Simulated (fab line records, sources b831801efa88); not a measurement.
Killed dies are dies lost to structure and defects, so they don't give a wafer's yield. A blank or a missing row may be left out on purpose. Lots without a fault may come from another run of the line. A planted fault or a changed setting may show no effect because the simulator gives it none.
Which tool did it? | flow gf180mcu | 6 lots, 18 wafers sampled, at 2 steps of a route of 602

WHAT THE GAUGES READ, wafer by wafer
GF_PSD_RS_MEAS_14: measures by four-point-probe.
lot  | measured     | on            | NSD_RS (ohm/sq)
L311 | day 14 07:14 | film_metro-01 | 46.17 46.09 46.14
L313 | day 14 23:32 | film_metro-03 | 46.14 46.11 46.07
L315 | day 15 17:41 | film_metro-01 | 46.03 46.12 46.17
L322 | day 18 15:20 | film_metro-03 | 42.61 42.60 42.68
L328 | day 20 21:10 | film_metro-02 | 46.08 45.91 46.06
L333 | day 22 03:20 | film_metro-01 | 46.10 46.03 46.10

WHICH TOOL RAN EACH LOT (tool, then ch and the chambers of the sampled wafers, then the start)
lot  | GF_PSD_RTA_13
L311 | rtp_anneal-02 ch 0, day 14 07:08
L313 | rtp_anneal-01 ch 0, day 14 23:28
L315 | rtp_anneal-02 ch 0, day 15 17:36
L322 | rtp_anneal-01 ch 0, day 18 15:15
L328 | rtp_anneal-02 ch 0, day 20 21:05
L333 | rtp_anneal-02 ch 0, day 22 03:14
- GF_PSD_RTA_13: time 20 s.

THE ANSWER, worked out from the rows above alone
Rule: what is usual is taken from the lots themselves. Put in order of their means at a reading, lots are off if they are a third of the lots or fewer, leave a main group of 4 or more, and stand apart from it by a gap of 3 or more times the standard deviation of the main group's means; of several such gaps the widest counts. A main group whose means are all the same, to the digits that the tables above print for the reading, isn't used. A lot without any number at a reading at which 4 lots or more have one is off too. The other lots that the step has rows for count as sound.
Off: L322, at GF_PSD_RS_MEAS_14 (NSD_RS). The main group: mean 46.09 ohm/sq, standard deviation 0.04.
A tool fits if, at a process step before that reading, it ran every lot that is off, and no sound lot after the first of them. The gauges at GF_PSD_RS_MEAS_14 are tried like those tools. Can't be told from this: 2 tools fit, rtp_anneal-01 at GF_PSD_RTA_13, film_metro-03 at GF_PSD_RS_MEAS_14.

WHAT THE SIMULATOR HAD PUT IN
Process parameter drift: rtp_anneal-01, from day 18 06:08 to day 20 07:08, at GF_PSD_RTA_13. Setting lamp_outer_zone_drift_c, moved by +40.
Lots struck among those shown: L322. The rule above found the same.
